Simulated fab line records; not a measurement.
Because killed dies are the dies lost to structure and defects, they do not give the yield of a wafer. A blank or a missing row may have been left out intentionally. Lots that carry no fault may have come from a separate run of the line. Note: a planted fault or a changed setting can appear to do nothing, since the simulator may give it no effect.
Chamber matching    flow gf180mcu    GF_V3_CVD_02 on pecvd-04 has 3 sister chambers
The step deposits SiO2 from TEOS, target thk 850 nm, time 94.851 s. 6 wafers are shown with their chamber, then 7 later ones without.

EACH WAFER AND ITS CHAMBER
wafer   chamber  heater_power_w (W)
L083.4  0        649
L085.1  1        761
L085.3  0        529
L085.6  2        664
L090.1  1        837
L090.2  2        627

WAFERS MISSING THEIR CHAMBER
wafer   heater_power_w (W)
L090.3  629
L090.4  681
L090.5  658
L090.6  670
L092.1  603
L092.3  842
L092.5  697

WHICH CHAMBER EACH WENT THROUGH
wafer   from the rows above           in truth
L090.3  can't be placed: 2 or 0       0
L090.4  can't be placed: 2 or 0 or 1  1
L090.5  can't be placed: 2 or 0       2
L090.6  can't be placed: 2 or 0 or 1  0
L092.1  can't be placed: 0 or 2       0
L092.3  1                             1
L092.5  can't be placed: 2 or 1 or 0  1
1 of 7 placed correctly. These rows do not allow placing 6 (true chamber among the candidates in 6). Number placed wrongly: 0.
How it was worked out, from the rows above alone: a wafer's distance from a chamber is the root of the sum, over the readings, of the square of ((its reading less the chamber's mean) divided by the reading's scatter). If the next closest chamber is less than 2 further off than the closest, the wafer can't be placed; otherwise it belongs to the closest. For every chamber, the mean is computed from those of its wafers that are shown. The scatter: take each reading less its chamber's mean, square it, sum over the shown wafers, divide by the number of wafers less the number of chambers, and take the root.
